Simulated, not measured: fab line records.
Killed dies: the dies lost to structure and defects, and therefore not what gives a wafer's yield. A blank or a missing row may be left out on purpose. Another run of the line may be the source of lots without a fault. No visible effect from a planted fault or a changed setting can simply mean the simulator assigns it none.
Comparing a struck lot with a sound one    flow sky130    15 out of 708 route steps
Sound: these wafers, L254.2, L254.4, L254.5. Struck: wafer L249.2 (left out: L249.1, L249.4 of the same lot, which were not struck); the cause appears at the end.
Order at every step that has rows: each side's tool, ch and its chambers, its first start. Under that, the readings that differ: sound wafers    struck wafers    difference of the means    sigmas: that difference in standard deviations of wafers without a fault.
alike: readings with means less than 2 such deviations apart, plus words and numbers identical on both sides. not compared: withheld readings, readings lacking a value on some wafer, bounds such as >300 that could conceal the same value, and numbers that have no deviation in the record and whose values overlap.
A row with sigmas, a row that says differs or no value, or rows on one side alone: a step with any of these is where the two part. Numbers that don't overlap but have no deviation are shown without sigmas and don't part them. A reading missing from all wafers of one side parts the sides only when that side holds two or more wafers.

SKY_SPACER_ETCHBACK_02: etches Si3N4 in CH3F/O2, stops on SiO2, time 46.7 s, target depth 45 nm.
  sound on rie-diel-03 ch 0,2, day 29 21:43; struck on rie-diel-04 ch 3, day 28 17:19
  alike: O2_flow_sccm, drypump-motor-current-A, oes-product-au, throttle-valve-pct
  not compared: rf-hours-counter-h
then, 8 steps without rows for these wafers: SKY_POLY_CUT_DEHYDRATE_00 (time 60 s); SKY_POLY_CUT_HMDS_01 (prime time 60 s); SKY_POLY_CUT_COAT_02 (resist thk 60 nm); SKY_POLY_CUT_COAT_03 (resist thk 450 nm); SKY_POLY_CUT_SOFTBAKE_04 (time 90 s); SKY_POLY_CUT_EXPOSE_05 (exposes mask NPCM, target cd 270 nm); SKY_POLY_CUT_PEB_06; SKY_POLY_CUT_DEVELOP_07 (develop time 60 s).
SKY_POLY_CUT_CD_MEAS_08: target cd 270 nm.
  struck on cd-sem-01, day 29 22:25; sound on cd-sem-02, day 31 02:00
  alike: cd-nm
SKY_POLY_CUT_OVL_MEAS_09:
  struck on overlay-01, day 29 22:32; sound on overlay-01, day 31 02:06
  alike: POLY_CUT_OVL
SKY_POLY_CUT_ETCH_10: etches BARC in N2/H2, stops on SiO2, time 45.9 s, target depth 60 nm.
  sound on rie-diel-01 ch 0,1, day 31 02:08; struck on rie-diel-03 ch 3, day 29 22:35
  alike: drypump-motor-current-A, n2-flow-sccm, oes-product-au, rf-fwd-power-W, throttle-valve-pct
  not compared: rf-hours-counter-h
SKY_POLY_CUT_ETCH_11: etches Si3N4 in CF4/CH2F2/Ar, stops on poly-Si, time 42.5 s, target depth 60 nm.
  sound on rie-diel-01 ch 0,1, day 31 02:11; struck on rie-diel-03 ch 3, day 29 22:37
reading                sound              struck  difference  sigmas
oes-product-au (a.u.)  0.838 0.842 0.835  0.820   -0.018      -3
rf-fwd-power-W (W)     589 593 590        495     -96         -30
  alike: drypump-motor-current-A, throttle-valve-pct
  not compared: rf-hours-counter-h
SKY_POLY_CUT_STRIP_12: strips in O2/N2.
  sound on plasma-asher-03 ch 0,1, day 31 02:13; struck on plasma-asher-03 ch 1, day 29 22:40
  alike: drypump-motor-current-A, n2-flow-sccm, oes-product-au, strip-time-to-endpoint-s
  not compared: rf-hours-counter-h
-- the record jumps here: 20 days lie between the struck wafers' starts before and after (it left off in module POLY_CUT and takes up again in module PAD_OPEN, whose first step shown is number 708 of the route) --
SKY_PAD_OPEN_PROBE_99:
  struck on prober-02, day 49 22:53; sound on prober-02, day 50 13:31
reading             sound     struck  difference  sigmas
killed_at_M0_to_M3  37 32 30  48      +15         +2
killed-at-other     1 0 0     2       +2          +3
  alike: killed_at_M4_up, killed-at-contacts, killed-at-front-end, killed-dies, killed-open, killed-short

WHERE THEY PART
Last at SKY_PAD_OPEN_PROBE_99 as far as this record goes, first at SKY_POLY_CUT_ETCH_11.

WHY: what had been put in by the simulator
rie-diel-03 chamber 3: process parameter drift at SKY_POLY_CUT_ETCH_11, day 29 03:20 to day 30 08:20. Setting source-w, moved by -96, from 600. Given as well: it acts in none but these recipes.
